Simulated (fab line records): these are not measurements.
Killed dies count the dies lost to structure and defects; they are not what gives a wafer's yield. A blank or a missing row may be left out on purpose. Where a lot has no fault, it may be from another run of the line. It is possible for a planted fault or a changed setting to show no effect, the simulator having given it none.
Which tool did it? :: flow gf180mcu :: Sampling: 13 lots, 39 wafers, 4 of 602 route steps

WHAT EACH GAUGE READ, for each wafer
The record lacks any reading of a measuring or inspecting step that a usual standard deviation could be used to judge.

WHICH TOOL RAN EACH LOT (tool, then ch and the chambers of the sampled wafers, then the start)
lot: L943
GF_V4_CVD_23: cvd_w-02 ch 0,1, day 24 14:37
GF_V5_ETCH_17: rie_diel-02 ch 1,2,3, day 27 12:05 or earlier
GF_TOP_METAL_SPUTTER_01: pvd_sputter-04, day 27 12:05
GF_TOP_METAL_STRIP_18: wet_bench-02 ch 0, day 28 08:15

lot: L944
GF_V4_CVD_23: cvd_w-02 ch 0,1, day 24 23:31
GF_V5_ETCH_17: rie_diel-01 ch 0,1, day 27 17:00 or earlier
GF_TOP_METAL_SPUTTER_01: pvd_sputter-04, day 27 17:00
GF_TOP_METAL_STRIP_18: wet_bench-03 ch 2, day 28 13:55

lot: L945
GF_V4_CVD_23: cvd_w-02 ch 0,1, day 25 12:01
GF_V5_ETCH_17: rie_diel-02 ch 0,1,3, day 28 05:47 or earlier
GF_TOP_METAL_SPUTTER_01: pvd_sputter-03, day 28 05:47
GF_TOP_METAL_STRIP_18: wet_bench-04 ch 1, day 29 00:56

lot: L946
GF_V4_CVD_23: cvd_w-02 ch 0,1, day 25 21:46
GF_V5_ETCH_17: rie_diel-02 ch 0,1,3, day 28 15:33 or earlier
GF_TOP_METAL_SPUTTER_01: pvd_sputter-03, day 28 15:33
GF_TOP_METAL_STRIP_18: wet_bench-04 ch 2, day 29 11:29

lot: L948
GF_V4_CVD_23: cvd_w-02 ch 0,1, day 26 18:44
GF_V5_ETCH_17: rie_diel-04 ch 0,1,3, day 29 09:54 or earlier
GF_TOP_METAL_SPUTTER_01: pvd_sputter-02, day 29 09:54
GF_TOP_METAL_STRIP_18: wet_bench-02 ch 1, day 30 04:56

lot: L952
GF_V4_CVD_23: cvd_w-02 ch 0,1, day 27 19:34
GF_V5_ETCH_17: rie_diel-01 ch 1,2, day 30 09:56 or earlier
GF_TOP_METAL_SPUTTER_01: pvd_sputter-02, day 30 09:56
GF_TOP_METAL_STRIP_18: wet_bench-03 ch 1, day 31 03:59

lot: L953
GF_V4_CVD_23: cvd_w-01 ch 0,1, day 28 01:04
GF_V5_ETCH_17: rie_diel-04 ch 0,2,3, day 30 13:44 or earlier
GF_TOP_METAL_SPUTTER_01: pvd_sputter-03, day 30 13:44
GF_TOP_METAL_STRIP_18: wet_bench-03 ch 0, day 31 08:29

lot: L954
GF_V4_CVD_23: cvd_w-01 ch 0,1, day 28 06:27
GF_V5_ETCH_17: rie_diel-02 ch 0,1, day 30 19:25 or earlier
GF_TOP_METAL_SPUTTER_01: pvd_sputter-04, day 30 19:25
GF_TOP_METAL_STRIP_18: wet_bench-02 ch 1, day 31 12:47

lot: L955
GF_V4_CVD_23: cvd_w-01 ch 0,1, day 28 09:36
GF_V5_ETCH_17: rie_diel-04 ch 1,2,3, day 30 22:58 or earlier
GF_TOP_METAL_SPUTTER_01: pvd_sputter-03, day 30 22:58
GF_TOP_METAL_STRIP_18: wet_bench-02 ch 2, day 31 17:17

lot: L963
GF_V4_CVD_23: cvd_w-01 ch 0,1, day 30 18:54
GF_V5_ETCH_17: rie_diel-01 ch 1,2, day 33 02:13 or earlier
GF_TOP_METAL_SPUTTER_01: pvd_sputter-04, day 33 02:13
GF_TOP_METAL_STRIP_18: wet_bench-04 ch 0, day 33 18:24

lot: L964
GF_V4_CVD_23: cvd_w-01 ch 0, day 31 03:37
GF_V5_ETCH_17: rie_diel-04 ch 0,1,2, day 33 10:10 or earlier
GF_TOP_METAL_SPUTTER_01: pvd_sputter-03, day 33 10:10
GF_TOP_METAL_STRIP_18: wet_bench-03 ch 3, day 34 01:35

lot: L965
GF_V4_CVD_23: cvd_w-02 ch 1, day 31 06:53
GF_V5_ETCH_17: rie_diel-02 ch 0,1,3, day 33 14:46 or earlier
GF_TOP_METAL_SPUTTER_01: pvd_sputter-02, day 33 14:46
GF_TOP_METAL_STRIP_18: wet_bench-04 ch 2, day 34 06:14

lot: L966
GF_V4_CVD_23: cvd_w-02 ch 0,1, day 31 12:31
GF_V5_ETCH_17: rie_diel-01 ch 0,2,3, day 33 18:19 or earlier
GF_TOP_METAL_SPUTTER_01: pvd_sputter-03, day 33 18:19
GF_TOP_METAL_STRIP_18: wet_bench-04 ch 2, day 34 09:50
- GF_V4_CVD_23: deposits W, target thk 350 nm, time 104.9 s.
- GF_V5_ETCH_17: etches SiO2 in C4F8/O2/Ar, stops on TiN, target depth 855 nm.
- GF_TOP_METAL_SPUTTER_01: material TiN, target thk 30 nm, time 25 s.
- GF_TOP_METAL_STRIP_18: strips in post etch residue remover, time 1200 s.

AS READ BY THE TOOLS THEMSELVES (means over the sampled wafers that have a number; for cases with no such wafer, the mark the record gives instead)
GF_V4_CVD_23.
lot: L943
tool: cvd_w-02
heater_power_w (W): 892

lot: L944
tool: cvd_w-02
heater_power_w (W): 893

lot: L945
tool: cvd_w-02
heater_power_w (W): 879

lot: L946
tool: cvd_w-02
heater_power_w (W): 893

lot: L948
tool: cvd_w-02
heater_power_w (W): 877

lot: L952
tool: cvd_w-02
heater_power_w (W): 907

lot: L953
tool: cvd_w-01
heater_power_w (W): 885

lot: L954
tool: cvd_w-01
heater_power_w (W): 884

lot: L955
tool: cvd_w-01
heater_power_w (W): 903

lot: L963
tool: cvd_w-01
heater_power_w (W): 887

lot: L964
tool: cvd_w-01
heater_power_w (W): 914

lot: L965
tool: cvd_w-02
heater_power_w (W): 849

lot: L966
tool: cvd_w-02
heater_power_w (W): 888

GF_V5_ETCH_17.
lot: L943
tool: rie_diel-02
oes_product_au (a.u.): 0.860

lot: L944
tool: rie_diel-01
oes_product_au (a.u.): 0.858

lot: L945
tool: rie_diel-02
oes_product_au (a.u.): 0.860

lot: L946
tool: rie_diel-02
oes_product_au (a.u.): 0.860

lot: L948
tool: rie_diel-04
oes_product_au (a.u.): 0.858

lot: L952
tool: rie_diel-01
oes_product_au (a.u.): 0.856

lot: L953
tool: rie_diel-04
oes_product_au (a.u.): 0.857

lot: L954
tool: rie_diel-02
oes_product_au (a.u.): 0.856

lot: L955
tool: rie_diel-04
oes_product_au (a.u.): 0.863

lot: L963
tool: rie_diel-01
oes_product_au (a.u.): 0.856

lot: L964
tool: rie_diel-04
oes_product_au (a.u.): 0.859

lot: L965
tool: rie_diel-02
oes_product_au (a.u.): 0.859

lot: L966
tool: rie_diel-01
oes_product_au (a.u.): 0.860

GF_TOP_METAL_SPUTTER_01.
lot: L943
tool: pvd_sputter-04
throttle_valve_pct (%): 29.7

lot: L944
tool: pvd_sputter-04
throttle_valve_pct (%): 29.4

lot: L945
tool: pvd_sputter-03
throttle_valve_pct (%): 29.6

lot: L946
tool: pvd_sputter-03
throttle_valve_pct (%): 29.9

lot: L948
tool: pvd_sputter-02
throttle_valve_pct (%): 30.7

lot: L952
tool: pvd_sputter-02
throttle_valve_pct (%): 29.6

lot: L953
tool: pvd_sputter-03
throttle_valve_pct (%): 30.0

lot: L954
tool: pvd_sputter-04
throttle_valve_pct (%): 29.5

lot: L955
tool: pvd_sputter-03
throttle_valve_pct (%): 30.1

lot: L963
tool: pvd_sputter-04
throttle_valve_pct (%): 29.5

lot: L964
tool: pvd_sputter-03
throttle_valve_pct (%): 30.3

lot: L965
tool: pvd_sputter-02
throttle_valve_pct (%): 30.7

lot: L966
tool: pvd_sputter-03
throttle_valve_pct (%): 29.3

GF_TOP_METAL_STRIP_18.
lot: L943
tool: wet_bench-02
bath_guard_temp_C (C): 72.0
temp_c (C): 72.43

lot: L944
tool: wet_bench-03
bath_guard_temp_C (C): 71.0
temp_c (C): 72.48

lot: L945
tool: wet_bench-04
bath_guard_temp_C (C): 72.6
temp_c (C): 72.43

lot: L946
tool: wet_bench-04
bath_guard_temp_C (C): 72.7
temp_c (C): 72.58

lot: L948
tool: wet_bench-02
bath_guard_temp_C (C): 72.5
temp_c (C): 72.34

lot: L952
tool: wet_bench-03
bath_guard_temp_C (C): 68.6
temp_c (C): 68.36

lot: L953
tool: wet_bench-03
bath_guard_temp_C (C): 69.4
temp_c (C): 68.45

lot: L954
tool: wet_bench-02
bath_guard_temp_C (C): 72.5
temp_c (C): 72.47

lot: L955
tool: wet_bench-02
bath_guard_temp_C (C): 72.3
temp_c (C): 72.63

lot: L963
tool: wet_bench-04
bath_guard_temp_C (C): 72.9
temp_c (C): 72.61

lot: L964
tool: wet_bench-03
bath_guard_temp_C (C): 72.8
temp_c (C): 72.58

lot: L965
tool: wet_bench-04
bath_guard_temp_C (C): 72.7
temp_c (C): 72.37

lot: L966
tool: wet_bench-04
bath_guard_temp_C (C): 72.6
temp_c (C): 72.61

THE ANSWER, worked out from the rows above alone
Rule: what is usual is taken from the lots themselves. Put in order of their means at a reading, lots are off if they are a third of the lots or fewer, leave a main group of 4 or more, and stand apart from it by a gap of 3 or more times the standard deviation of the main group's means; of several such gaps the widest counts. If all means in a main group match to the digits the tables above print for the reading, that group is not used. A lot without any number at a reading at which 4 lots or more have one is off too. Where the step has rows for the other lots, those lots are counted as sound. After the gauges, taken in route order, come the tools' own readings; for these a lot's mean is taken, as printed above. The first step at which some lot is off is used, and at that step the reading that is off furthest; a lot without a number counts as furthest.
Off, at GF_TOP_METAL_STRIP_18 on temp_c: L952, L953. Main group: mean 72.50 C, sd 0.099.
A tool fits if, at that step or a process step before it, it ran every lot that is off, and no sound lot after the first of them. With no start given for some of its lots, GF_V5_ETCH_17 uses the hours and lot order of GF_TOP_METAL_SPUTTER_01. Not one of the candidates tried fits.

WHAT THE SIMULATOR HAD PUT IN
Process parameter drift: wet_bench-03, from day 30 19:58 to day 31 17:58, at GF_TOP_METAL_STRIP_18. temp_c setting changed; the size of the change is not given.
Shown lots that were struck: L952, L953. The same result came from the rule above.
